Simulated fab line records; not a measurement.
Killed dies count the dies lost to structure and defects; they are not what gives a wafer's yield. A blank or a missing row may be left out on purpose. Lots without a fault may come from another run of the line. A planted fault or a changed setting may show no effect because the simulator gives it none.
fab line records -- flow gf180mcu
record lots=24, wafers=72, last_day=34
route steps=602 shown V1@337 V2@384 V3@443 M4@470 V4@494
lots that met no fault: from a run of the same line without faults
start_h: start of the lot's first displayed wafer, in hours after the record's first day -- wait_h: hours from the lot's prior step to this one -- " identical to the entry in the row above -- L1.1+2: one row covering several wafers at once -- - no value, or no start was given -- * or withheld: withheld -- < > ~ a bound
route shown NAME@n: NAME is a module with steps in the file, n the number in the route of the first one -- usual: the fault-free wafers' mean and standard deviation -- same: alike in all rows -- chamber/n: place in a boat -- sites: readings site by site -- _std_site: their standard deviation -- _edge_site: inner sites' mean taken away from outer sites' mean -- radius_mm: how far each site lies from the wafer's centre -- mask NAME#n: copy n -- behind: tool/chamber where the wafer was last shaped -- hold: why the lot went on hold/how many hours it stayed there/how the hold came to an end -- device: the transistor (n, p or np) that didn't switch -- end of line: tests run on the same wafers once the route is complete -- a step with no rows: only its recipe -- killed: count of dies lost to structure and defects at first sort (not the wafer's yield) -- map: a wafer's dies, x killed, . not, _ none there
set.NAME: setting as actually run; set.NAME@STEP: the setting as run at that earlier step -- model.NAME: the simulator's own value behind a step, which no gauge read
a sample of lots followed through the steps of the route, with each step as a table and each wafer as a row
services: a tool's chamber out of use, with start hour (start_h, from the record's first day; less than 0 if before it), hours out, and reason
## steps
# step GF_V1_CVD_02
# recipe material=SiO2, target_thk_nm=850, precursor=TEOS, temp_c=400, time_s=94.851, rf_w=600
# usual heater_power_w=678/140
lot.wafer,tool,chamber,start_h,wait_h,heater_power_w
L074.2,pecvd-01,1,382.51,0.0,563
L074.4,pecvd-01,2,382.51,0.0,647
L074.6,pecvd-01,1,382.51,0.0,610
L075.2,pecvd-03,1,389.01,0.0,533
L075.3,pecvd-03,2,389.01,0.0,606
L075.5,pecvd-03,0,389.01,0.0,669
L076.2,pecvd-01,2,400.37,0.0,702
L076.4,pecvd-01,2,400.37,0.0,563
L076.6,pecvd-01,1,400.37,0.0,639
L077.2,pecvd-01,0,408.53,0.0,991
L077.3,pecvd-01,1,408.53,0.0,642
L077.5,pecvd-01,1,408.53,0.0,508
L078.2,pecvd-01,1,424.31,0.0,552
L078.5,pecvd-01,0,424.31,0.0,1018
L078.6,pecvd-01,2,424.31,0.0,656
L079.1,pecvd-04,0,432.51,0.1,570
L079.2,pecvd-04,2,432.51,0.1,730
L079.4,pecvd-04,1,432.51,0.1,672
L080.1,pecvd-04,0,440.73,0.1,641
L080.2,pecvd-04,1,440.73,0.1,699
L080.6,pecvd-04,1,440.73,0.1,750
L081.1,pecvd-01,0,449.40,0.1,930
L081.2,pecvd-01,2,449.40,0.1,696
L081.4,pecvd-01,2,449.40,0.1,575
L082.1,pecvd-04,0,456.50,0.1,612
L082.2,pecvd-04,2,456.50,0.1,611
L082.5,pecvd-04,2,456.50,0.1,672
L083.1,pecvd-01,1,466.07,0.1,547
L083.5,pecvd-01,2,466.07,0.1,667
L083.6,pecvd-01,0,466.07,0.1,989
L084.2,pecvd-01,0,474.76,0.0,902
L084.4,pecvd-01,0,474.76,0.0,985
L084.6,pecvd-01,2,474.76,0.0,654
L085.2,pecvd-04,2,489.75,0.0,698
L085.4,pecvd-04,2,489.75,0.0,757
L085.5,pecvd-04,0,489.75,0.0,599
L086.2,pecvd-03,2,493.82,0.0,582
L086.5,pecvd-03,0,493.82,0.0,688
L086.6,pecvd-03,2,493.82,0.0,616
L087.2,pecvd-03,1,498.93,0.0,512
L087.4,pecvd-03,2,498.93,0.0,638
L087.5,pecvd-03,1,498.93,0.0,539
L088.1,pecvd-01,0,513.42,0.1,941
L088.3,pecvd-01,2,513.42,0.1,683
L088.5,pecvd-01,2,513.42,0.1,693
L090.1,pecvd-03,2,529.14,0.1,679
L090.2,pecvd-03,0,529.14,0.1,732
L090.3,pecvd-03,1,529.14,0.1,534
L089.1,pecvd-01,1,531.06,0.1,623
L089.4,pecvd-01,2,531.06,0.1,564
L089.6,pecvd-01,1,531.06,0.1,497
L091.2,pecvd-01,2,543.42,0.0,671
L091.3,pecvd-01,1,543.42,0.0,637
L091.5,pecvd-01,1,543.42,0.0,509
L092.1,pecvd-01,1,547.48,0.1,594
L092.3,pecvd-01,0,547.48,0.1,961
L092.6,pecvd-01,0,547.48,0.1,1030
L093.1,pecvd-03,1,551.58,0.1,521
L093.5,pecvd-03,0,551.58,0.1,701
L093.6,pecvd-03,2,551.58,0.1,619
L094.1,pecvd-04,2,562.44,0.1,686
L094.3,pecvd-04,0,562.44,0.1,491
L094.6,pecvd-04,0,562.44,0.1,541
L095.1,pecvd-01,0,563.99,0.1,965
L095.3,pecvd-01,2,563.99,0.1,626
L095.6,pecvd-01,0,563.99,0.1,1014
L096.1,pecvd-01,0,572.95,0.1,858
L096.3,pecvd-01,2,572.95,0.1,592
L096.6,pecvd-01,1,572.95,0.1,518
L097.1,pecvd-03,1,578.75,0.1,518
L097.4,pecvd-03,2,578.75,0.1,540
L097.6,pecvd-03,1,578.75,0.1,533
# step GF_V2_CVD_02
# recipe material=SiO2, target_thk_nm=850, precursor=TEOS, temp_c=400, time_s=94.851, rf_w=600
# usual heater_power_w=668/140
lot.wafer,tool,chamber,start_h,wait_h,heater_power_w
L074.2,pecvd-01,2,432.48,0.0,686
L074.4,pecvd-01,0,432.48,0.0,834
L074.6,pecvd-01,2,432.48,0.0,693
L075.2,pecvd-01,0,439.27,0.0,936
L075.3,pecvd-01,2,439.27,0.0,687
L075.5,pecvd-01,1,439.27,0.0,633
L076.2,pecvd-04,1,450.60,0.0,655
L076.4,pecvd-04,1,450.60,0.0,697
L076.6,pecvd-04,2,450.60,0.0,653
L077.2,pecvd-02,1,460.00,0.0,572
L077.3,pecvd-02,0,460.00,0.0,635
L077.5,pecvd-02,1,460.00,0.0,458
L078.2,pecvd-01,2,476.18,0.0,709
L078.5,pecvd-01,1,476.18,0.0,611
L078.6,pecvd-01,0,476.18,0.0,1030
L079.1,pecvd-02,2,484.03,0.1,611
L079.2,pecvd-02,1,484.03,0.1,462
L079.4,pecvd-02,1,484.03,0.1,522
L080.1,pecvd-01,0,491.77,0.1,1005
L080.2,pecvd-01,1,491.77,0.1,590
L080.6,pecvd-01,1,491.77,0.1,645
L081.1,pecvd-02,2,500.01,0.1,643
L081.2,pecvd-02,1,500.01,0.1,523
L081.4,pecvd-02,0,500.01,0.1,731
L082.1,pecvd-04,1,507.90,0.1,625
L082.2,pecvd-04,0,507.90,0.1,503
L082.5,pecvd-04,0,507.90,0.1,553
L083.1,pecvd-02,2,516.31,0.1,619
L083.5,pecvd-02,2,516.31,0.1,676
L083.6,pecvd-02,1,516.31,0.1,538
L084.2,pecvd-02,1,524.91,0.0,532
L084.4,pecvd-02,0,524.91,0.0,588
L084.6,pecvd-02,2,524.91,0.0,724
L085.2,pecvd-01,0,538.70,0.0,984
L085.4,pecvd-01,0,538.70,0.0,835
L085.5,pecvd-01,2,538.70,0.0,677
L086.2,pecvd-04,2,542.97,0.0,689
L086.5,pecvd-04,2,542.97,0.0,737
L086.6,pecvd-04,1,542.97,0.0,722
L087.2,pecvd-02,0,548.17,0.0,753
L087.4,pecvd-02,0,548.17,0.0,601
L087.5,pecvd-02,1,548.17,0.0,455
L088.1,pecvd-01,0,562.02,0.1,996
L088.3,pecvd-01,2,562.02,0.1,651
L088.5,pecvd-01,1,562.02,0.1,499
L090.1,pecvd-01,1,577.17,0.1,533
L090.2,pecvd-01,2,577.17,0.1,685
L090.3,pecvd-01,0,577.17,0.1,970
L089.1,pecvd-02,0,578.45,0.1,693
L089.4,pecvd-02,0,578.45,0.1,729
L089.6,pecvd-02,2,578.45,0.1,741
L091.2,pecvd-04,1,591.08,0.0,742
L091.3,pecvd-04,2,591.08,0.0,587
L091.5,pecvd-04,0,591.08,0.0,637
L092.1,pecvd-01,1,593.49,0.1,626
L092.3,pecvd-01,2,593.49,0.1,701
L092.6,pecvd-01,2,593.49,0.1,576
L093.1,pecvd-02,2,600.88,0.1,683
L093.5,pecvd-02,2,600.88,0.1,729
L093.6,pecvd-02,0,600.88,0.1,592
L094.1,pecvd-01,1,608.07,0.1,565
L094.3,pecvd-01,0,608.07,0.1,902
L094.6,pecvd-01,1,608.07,0.1,593
L095.1,pecvd-02,1,609.12,0.1,603
L095.3,pecvd-02,0,609.12,0.1,733
L095.6,pecvd-02,2,609.12,0.1,655
L096.1,pecvd-01,1,621.29,0.1,644
L096.3,pecvd-01,2,621.29,0.1,571
L096.6,pecvd-01,1,621.29,0.1,504
L097.1,pecvd-01,2,623.94,0.1,651
L097.4,pecvd-01,1,623.94,0.1,574
L097.6,pecvd-01,2,623.94,0.1,683
# step GF_V3_CD_MEAS_14
# recipe target_cd_nm=260
# usual cd_nm=260.0/1.5
lot.wafer,tool,chamber,start_h,wait_h,cd_nm
L074.2,cd_sem-02,-,507.57,0.1,259.9
L074.4,cd_sem-02,-,507.57,0.1,257.4
L074.6,cd_sem-02,-,507.57,0.1,259.6
L075.2,cd_sem-01,-,514.07,0.1,259.2
L075.3,cd_sem-01,-,514.07,0.1,259.2
L075.5,cd_sem-01,-,514.07,0.1,260.0
L076.2,cd_sem-02,-,524.47,0.1,258.3
L076.4,cd_sem-02,-,524.47,0.1,260.1
L076.6,cd_sem-02,-,524.47,0.1,260.4
L077.2,cd_sem-02,-,533.81,0.1,258.1
L077.3,cd_sem-02,-,533.81,0.1,258.4
L077.5,cd_sem-02,-,533.81,0.1,259.0
L078.2,cd_sem-01,-,549.58,0.1,258.9
L078.5,cd_sem-01,-,549.58,0.1,258.8
L078.6,cd_sem-01,-,549.58,0.1,258.2
L079.1,cd_sem-01,-,556.76,0.1,258.8
L079.2,cd_sem-01,-,556.76,0.1,259.0
L079.4,cd_sem-01,-,556.76,0.1,259.4
L080.1,cd_sem-01,-,564.41,0.1,261.5
L080.2,cd_sem-01,-,564.41,0.1,260.7
L080.6,cd_sem-01,-,564.41,0.1,261.9
L081.1,cd_sem-01,-,572.29,0.1,261.2
L081.2,cd_sem-01,-,572.29,0.1,261.4
L081.4,cd_sem-01,-,572.29,0.1,261.8
L082.1,cd_sem-02,-,579.95,0.1,259.2
L082.2,cd_sem-02,-,579.95,0.1,259.6
L082.5,cd_sem-02,-,579.95,0.1,261.2
L083.1,cd_sem-02,-,586.30,0.1,259.9
L083.5,cd_sem-02,-,586.30,0.1,261.4
L083.6,cd_sem-02,-,586.30,0.1,260.7
L084.2,cd_sem-02,-,598.31,0.1,260.7
L084.4,cd_sem-02,-,598.31,0.1,262.3
L084.6,cd_sem-02,-,598.31,0.1,261.3
L085.2,cd_sem-02,-,606.92,0.1,260.2
L085.4,cd_sem-02,-,606.92,0.1,260.2
L085.5,cd_sem-02,-,606.92,0.1,260.9
L086.2,cd_sem-01,-,611.82,0.1,261.7
L086.5,cd_sem-01,-,611.82,0.1,262.3
L086.6,cd_sem-01,-,611.82,0.1,261.8
L087.2,cd_sem-01,-,619.57,0.1,257.1
L087.4,cd_sem-01,-,619.57,0.1,258.3
L087.5,cd_sem-01,-,619.57,0.1,258.2
L088.1,cd_sem-02,-,628.50,0.1,262.5
L088.3,cd_sem-02,-,628.50,0.1,262.0
L088.5,cd_sem-02,-,628.50,0.1,261.5
L090.1,cd_sem-01,-,644.19,0.1,258.3
L090.2,cd_sem-01,-,644.19,0.1,258.7
L090.3,cd_sem-01,-,644.19,0.1,259.6
L089.1,cd_sem-01,-,645.44,0.1,260.6
L089.4,cd_sem-01,-,645.44,0.1,262.1
L089.6,cd_sem-01,-,645.44,0.1,260.6
L091.2,cd_sem-01,-,656.77,0.1,260.9
L091.3,cd_sem-01,-,656.77,0.1,260.1
L091.5,cd_sem-01,-,656.77,0.1,261.7
L092.1,cd_sem-01,-,658.46,0.1,258.7
L092.3,cd_sem-01,-,658.46,0.1,259.3
L092.6,cd_sem-01,-,658.46,0.1,257.6
L093.1,cd_sem-01,-,665.20,0.1,260.0
L093.5,cd_sem-01,-,665.20,0.1,261.5
L093.6,cd_sem-01,-,665.20,0.1,259.7
L094.1,cd_sem-02,-,672.29,0.1,258.4
L094.3,cd_sem-02,-,672.29,0.1,259.6
L094.6,cd_sem-02,-,672.29,0.1,259.3
L095.1,cd_sem-01,-,672.64,0.1,259.1
L095.3,cd_sem-01,-,672.64,0.1,258.6
L095.6,cd_sem-01,-,672.64,0.1,259.2
L096.1,cd_sem-02,-,684.22,0.1,262.5
L096.3,cd_sem-02,-,684.22,0.1,262.0
L096.6,cd_sem-02,-,684.22,0.1,261.3
L097.1,cd_sem-02,-,686.34,0.1,259.4
L097.4,cd_sem-02,-,686.34,0.1,260.1
L097.6,cd_sem-02,-,686.34,0.1,258.5
# step GF_V3_RS_MEAS_24
# recipe thk_meas_gauge=four-point-probe, reads=W_of_V3_CVD_23+TiN_of_V3_SPUTTER_22+Ti_of_V3_SPUTTER_21
# usual V3_W_RS=0.327/0.0044
lot.wafer,tool,chamber,start_h,wait_h,V3_W_RS[ohm/sq]
L074.2,film_metro-02,-,508.60,0.1,0.328
L074.4,film_metro-02,-,508.60,0.1,0.324
L074.6,film_metro-02,-,508.60,0.1,0.326
L075.2,film_metro-02,-,515.13,0.1,0.327
L075.3,film_metro-02,-,515.13,0.1,0.322
L075.5,film_metro-02,-,515.13,0.1,0.322
L076.2,film_metro-03,-,525.50,0.1,0.328
L076.4,film_metro-03,-,525.50,0.1,0.327
L076.6,film_metro-03,-,525.50,0.1,0.326
L077.2,film_metro-03,-,534.88,0.1,0.338
L077.3,film_metro-03,-,534.88,0.1,0.335
L077.5,film_metro-03,-,534.88,0.1,0.336
L078.2,film_metro-01,-,550.62,0.1,0.328
L078.5,film_metro-01,-,550.62,0.1,0.330
L078.6,film_metro-01,-,550.62,0.1,0.327
L079.1,film_metro-01,-,557.84,0.1,0.338
L079.2,film_metro-01,-,557.84,0.1,0.338
L079.4,film_metro-01,-,557.84,0.1,0.335
L080.1,film_metro-01,-,565.48,0.1,0.327
L080.2,film_metro-01,-,565.48,0.1,0.322
L080.6,film_metro-01,-,565.48,0.1,0.325
L081.1,film_metro-03,-,573.33,0.1,0.328
L081.2,film_metro-03,-,573.33,0.1,0.329
L081.4,film_metro-03,-,573.33,0.1,0.328
L082.1,film_metro-03,-,581.01,0.1,0.331
L082.2,film_metro-03,-,581.01,0.1,0.329
L082.5,film_metro-03,-,581.01,0.1,0.324
L083.1,film_metro-03,-,587.33,0.1,0.322
L083.5,film_metro-03,-,587.33,0.1,0.326
L083.6,film_metro-03,-,587.33,0.1,0.326
L084.2,film_metro-02,-,599.38,0.1,0.325
L084.4,film_metro-02,-,599.38,0.1,0.327
L084.6,film_metro-02,-,599.38,0.1,0.325
L085.2,film_metro-03,-,607.96,0.1,0.329
L085.4,film_metro-03,-,607.96,0.1,0.329
L085.5,film_metro-03,-,607.96,0.1,0.328
L086.2,film_metro-01,-,612.88,0.1,0.323
L086.5,film_metro-01,-,612.88,0.1,0.325
L086.6,film_metro-01,-,612.88,0.1,0.326
L087.2,film_metro-02,-,620.60,0.1,0.330
L087.4,film_metro-02,-,620.60,0.1,0.326
L087.5,film_metro-02,-,620.60,0.1,0.326
L088.1,film_metro-03,-,629.54,0.1,0.326
L088.3,film_metro-03,-,629.54,0.1,0.325
L088.5,film_metro-03,-,629.54,0.1,0.323
L090.1,film_metro-01,-,645.23,0.1,0.326
L090.2,film_metro-01,-,645.23,0.1,0.330
L090.3,film_metro-01,-,645.23,0.1,0.326
L089.1,film_metro-02,-,646.48,0.1,0.330
L089.4,film_metro-02,-,646.48,0.1,0.330
L089.6,film_metro-02,-,646.48,0.1,0.333
L091.2,film_metro-01,-,657.83,0.1,0.321
L091.3,film_metro-01,-,657.83,0.1,0.318
L091.5,film_metro-01,-,657.83,0.1,0.318
L092.1,film_metro-02,-,659.50,0.1,0.324
L092.3,film_metro-02,-,659.50,0.1,0.333
L092.6,film_metro-02,-,659.50,0.1,0.329
L093.1,film_metro-03,-,666.24,0.1,0.328
L093.5,film_metro-03,-,666.24,0.1,0.324
L093.6,film_metro-03,-,666.24,0.1,0.328
L094.1,film_metro-02,-,673.39,0.1,0.330
L094.3,film_metro-02,-,673.39,0.1,0.333
L094.6,film_metro-02,-,673.39,0.1,0.329
L095.1,film_metro-01,-,673.67,0.1,0.326
L095.3,film_metro-01,-,673.67,0.1,0.320
L095.6,film_metro-01,-,673.67,0.1,0.327
L096.1,film_metro-03,-,685.25,0.1,0.322
L096.3,film_metro-03,-,685.25,0.1,0.322
L096.6,film_metro-03,-,685.25,0.1,0.321
L097.1,film_metro-03,-,687.37,0.1,0.329
L097.4,film_metro-03,-,687.37,0.1,0.328
L097.6,film_metro-03,-,687.37,0.1,0.325
# step GF_M4_CD_MEAS_14
# recipe target_cd_nm=280
# usual cd_nm=279.6/1.2
lot.wafer,tool,chamber,start_h,wait_h,cd_nm
L074.2,cd_sem-02,-,531.99,0.1,279.6
L074.4,cd_sem-02,-,531.99,0.1,279.4
L074.6,cd_sem-02,-,531.99,0.1,280.9
L075.2,cd_sem-01,-,538.87,0.1,280.2
L075.3,cd_sem-01,-,538.87,0.1,279.8
L075.5,cd_sem-01,-,538.87,0.1,281.0
L076.2,cd_sem-01,-,549.31,0.1,277.5
L076.4,cd_sem-01,-,549.31,0.1,278.9
L076.6,cd_sem-01,-,549.31,0.1,277.7
L077.2,cd_sem-02,-,557.89,0.1,279.1
L077.3,cd_sem-02,-,557.89,0.1,279.6
L077.5,cd_sem-02,-,557.89,0.1,279.3
L078.2,cd_sem-01,-,573.32,0.1,279.1
L078.5,cd_sem-01,-,573.32,0.1,279.5
L078.6,cd_sem-01,-,573.32,0.1,278.3
L079.1,cd_sem-01,-,579.94,0.1,281.9
L079.2,cd_sem-01,-,579.94,0.1,281.8
L079.4,cd_sem-01,-,579.94,0.1,282.0
L080.1,cd_sem-02,-,587.25,0.1,279.3
L080.2,cd_sem-02,-,587.25,0.1,279.6
L080.6,cd_sem-02,-,587.25,0.1,280.3
L081.1,cd_sem-02,-,598.41,0.2,281.0
L081.2,cd_sem-02,-,598.41,0.2,281.1
L081.4,cd_sem-02,-,598.41,0.2,281.1
L082.1,cd_sem-01,-,603.10,0.1,281.9
L082.2,cd_sem-01,-,603.10,0.1,280.0
L082.5,cd_sem-01,-,603.10,0.1,280.8
L083.1,cd_sem-01,-,608.99,0.1,279.2
L083.5,cd_sem-01,-,608.99,0.1,278.9
L083.6,cd_sem-01,-,608.99,0.1,278.7
L084.2,cd_sem-01,-,620.94,0.1,279.8
L084.4,cd_sem-01,-,620.94,0.1,280.0
L084.6,cd_sem-01,-,620.94,0.1,279.9
L085.2,cd_sem-01,-,629.46,0.1,279.7
L085.4,cd_sem-01,-,629.46,0.1,279.6
L085.5,cd_sem-01,-,629.46,0.1,278.8
L086.2,cd_sem-02,-,634.01,0.1,279.9
L086.5,cd_sem-02,-,634.01,0.1,280.6
L086.6,cd_sem-02,-,634.01,0.1,279.1
L087.2,cd_sem-02,-,641.24,0.1,281.3
L087.4,cd_sem-02,-,641.24,0.1,282.3
L087.5,cd_sem-02,-,641.24,0.1,280.9
L088.1,cd_sem-01,-,649.70,0.1,277.6
L088.3,cd_sem-01,-,649.70,0.1,277.7
L088.5,cd_sem-01,-,649.70,0.1,279.1
L089.1,cd_sem-02,-,666.50,0.1,278.6
L089.4,cd_sem-02,-,666.50,0.1,278.5
L089.6,cd_sem-02,-,666.50,0.1,280.1
L091.2,cd_sem-01,-,677.56,0.1,280.9
L091.3,cd_sem-01,-,677.56,0.1,278.6
L091.5,cd_sem-01,-,677.56,0.1,280.3
L092.1,cd_sem-02,-,679.15,0.1,279.7
L092.3,cd_sem-02,-,679.15,0.1,278.4
L092.6,cd_sem-02,-,679.15,0.1,280.3
L090.1,cd_sem-02,-,679.84,0.1,281.4
L090.2,cd_sem-02,-,679.84,0.1,280.3
L090.3,cd_sem-02,-,679.84,0.1,281.9
L093.1,cd_sem-01,-,685.95,0.1,279.5
L093.5,cd_sem-01,-,685.95,0.1,279.3
L093.6,cd_sem-01,-,685.95,0.1,278.7
L094.1,cd_sem-02,-,692.94,0.1,280.3
L094.3,cd_sem-02,-,692.94,0.1,279.2
L094.6,cd_sem-02,-,692.94,0.1,278.9
L095.1,cd_sem-01,-,693.57,0.1,277.9
L095.3,cd_sem-01,-,693.57,0.1,277.9
L095.6,cd_sem-01,-,693.57,0.1,278.3
L096.1,cd_sem-01,-,703.92,0.1,277.5
L096.3,cd_sem-01,-,703.92,0.1,277.9
L096.6,cd_sem-01,-,703.92,0.1,278.4
L097.1,cd_sem-01,-,706.34,0.1,277.0
L097.4,cd_sem-01,-,706.34,0.1,277.1
L097.6,cd_sem-01,-,706.34,0.1,277.5
# step GF_V4_STRIP_18
# recipe chemistry=O2/N2, power_w=1400, pressure_mtorr=1500, platen_temp_c=250, o2_flow_sccm=3000, n2_flow_sccm=300, overash_fraction=0.5
# usual drypump_motor_current_A=5.87/0.3, heater_power_w=338/50, oes_product_au=0.594/0.005
# same overash_fraction=0.5
lot.wafer,tool,chamber,start_h,wait_h,drypump_motor_current_A,heater_power_w,oes_product_au,rf_hours_counter_h
L074.2,plasma_asher-04,0,556.70,-,5.79,438,0.597,14
L074.4,plasma_asher-04,1,556.70,-,5.92,297,0.592,-
L074.6,plasma_asher-04,1,556.70,-,5.95,301,0.597,-
L075.2,plasma_asher-02,0,562.68,-,6.05,322,0.590,45
L075.3,plasma_asher-02,1,562.68,-,5.29,361,0.601,-
L075.5,plasma_asher-02,0,562.68,-,6.09,323,0.594,-
L076.2,plasma_asher-04,0,572.93,-,5.77,433,0.598,15
L076.4,plasma_asher-04,1,572.93,-,5.93,293,0.594,-
L076.6,plasma_asher-04,1,572.93,-,5.89,296,0.598,-
L077.2,plasma_asher-01,0,582.21,-,6.12,338,0.586,97
L077.3,plasma_asher-01,1,582.21,-,6.09,271,0.593,-
L077.5,plasma_asher-01,0,582.21,-,6.10,333,0.586,-
L078.2,plasma_asher-02,0,598.95,-,6.15,318,0.588,49
L078.5,plasma_asher-02,0,598.95,-,6.09,332,0.589,-
L078.6,plasma_asher-02,1,598.95,-,5.31,363,0.597,-
L079.1,plasma_asher-02,1,602.86,-,5.28,367,0.591,49
L079.2,plasma_asher-02,0,602.86,-,6.12,331,0.591,49
L079.4,plasma_asher-02,0,602.86,-,6.09,327,0.588,-
L080.1,plasma_asher-01,1,610.00,-,6.09,267,0.594,99
L080.2,plasma_asher-01,0,610.00,-,6.12,339,0.597,99
L080.6,plasma_asher-01,1,610.00,-,6.08,278,0.598,-
L081.1,plasma_asher-02,1,621.56,-,5.31,367,0.590,51
L081.2,plasma_asher-02,0,621.56,-,6.13,324,0.585,51
L081.4,plasma_asher-02,0,621.56,-,6.08,320,0.597,-
L082.1,plasma_asher-02,0,625.88,-,6.10,329,0.594,52
L082.2,plasma_asher-02,1,625.88,-,5.29,359,0.602,52
L082.5,plasma_asher-02,0,625.88,-,6.12,334,0.598,-
L083.1,plasma_asher-02,0,630.78,-,6.05,327,0.601,52
L083.5,plasma_asher-02,1,630.78,-,5.31,364,0.592,-
L083.6,plasma_asher-02,0,630.78,-,6.09,325,0.598,-
L084.2,plasma_asher-01,1,643.50,-,6.11,279,0.592,103
L084.4,plasma_asher-01,0,643.50,-,6.10,336,0.603,-
L084.6,plasma_asher-01,0,643.50,-,6.13,337,0.590,-
L085.2,plasma_asher-02,0,651.88,-,6.08,324,0.598,55
L085.4,plasma_asher-02,1,651.88,-,5.31,360,0.593,-
L085.5,plasma_asher-02,1,651.88,-,5.31,363,0.600,-
L086.2,plasma_asher-04,0,655.48,-,5.77,428,0.602,24
L086.5,plasma_asher-04,1,655.48,-,5.95,295,0.594,-
L086.6,plasma_asher-04,0,655.48,-,5.78,437,0.601,-
L087.2,plasma_asher-01,0,662.33,-,6.10,340,0.590,105
L087.4,plasma_asher-01,0,662.33,-,6.10,336,0.600,-
L087.5,plasma_asher-01,0,662.33,-,6.12,337,0.597,-
L088.1,plasma_asher-01,1,670.83,-,6.10,266,0.596,106
L088.3,plasma_asher-01,1,670.83,-,6.10,270,0.600,-
L088.5,plasma_asher-01,0,670.83,-,6.11,327,0.594,-
L089.1,plasma_asher-04,0,687.00,-,5.79,438,0.595,28
L089.4,plasma_asher-04,0,687.00,-,5.80,438,0.595,-
L089.6,plasma_asher-04,0,687.00,-,5.79,419,0.591,-
L091.2,plasma_asher-04,1,698.16,-,5.92,295,0.599,29
L091.3,plasma_asher-04,1,698.16,-,5.93,289,0.597,-
L091.5,plasma_asher-04,0,698.16,-,5.77,434,0.587,-
L092.1,plasma_asher-01,0,699.60,-,6.09,334,0.589,109
L092.3,plasma_asher-01,1,699.60,-,6.09,275,0.588,-
L092.6,plasma_asher-01,0,699.60,-,6.10,336,0.590,-
L090.1,plasma_asher-01,1,700.41,-,6.11,278,0.579,109
L090.2,plasma_asher-01,0,700.41,-,6.12,337,0.591,109
L090.3,plasma_asher-01,1,700.41,-,6.10,270,0.592,-
L093.1,plasma_asher-04,0,706.85,-,5.78,431,0.595,30
L093.5,plasma_asher-04,0,706.85,-,5.79,430,0.592,-
L093.6,plasma_asher-04,1,706.85,-,5.91,294,0.592,-
L094.1,plasma_asher-02,1,713.35,-,5.33,357,0.602,61
L094.3,plasma_asher-02,1,713.35,-,5.32,371,0.599,-
L094.6,plasma_asher-02,0,713.35,-,6.09,325,0.603,-
L095.1,plasma_asher-02,1,714.05,-,5.32,361,0.592,61
L095.3,plasma_asher-02,0,714.05,-,6.13,328,0.592,-
L095.6,plasma_asher-02,0,714.05,-,6.13,325,0.596,-
L096.1,plasma_asher-04,1,723.46,-,5.92,289,0.596,32
L096.3,plasma_asher-04,0,723.46,-,5.78,430,0.597,-
L096.6,plasma_asher-04,0,723.46,-,5.76,434,0.591,-
L097.1,plasma_asher-04,1,725.66,-,5.90,290,0.589,32
L097.4,plasma_asher-04,1,725.66,-,5.93,296,0.589,-
L097.6,plasma_asher-04,0,725.66,-,5.80,423,0.584,-
## services
tool,chamber,start_h,hours,kind
pecvd-01,-,368.63,2.1,repair
pecvd-03,-,368.88,14.0,pm
pecvd-02,1,373.43,9.3,repair
pecvd-04,-,381.07,0.7,repair
pecvd-01,-,396.89,0.6,repair
plasma_asher-04,-,421.25,9.0,pm
pecvd-02,-,454.17,2.8,pm
pecvd-01,2,484.24,19.1,repair
plasma_asher-02,-,489.23,8.1,repair
plasma_asher-02,-,491.94,2.8,repair
pecvd-01,-,492.83,2.6,repair
pecvd-01,-,503.82,5.5,pm
plasma_asher-01,-,522.07,3.6,repair
plasma_asher-04,-,543.57,1.5,repair
pecvd-04,-,565.38,0.9,repair
pecvd-01,-,570.72,0.6,repair
pecvd-01,-,574.25,2.8,pm
pecvd-01,-,581.70,1.1,repair
pecvd-01,0,586.83,18.0,repair
pecvd-04,-,591.15,14.0,pm
pecvd-04,0,638.28,8.8,repair
pecvd-02,-,663.93,0.3,repair
pecvd-04,-,692.56,0.6,repair
plasma_asher-01,-,709.10,1.3,repair
## key
fault none
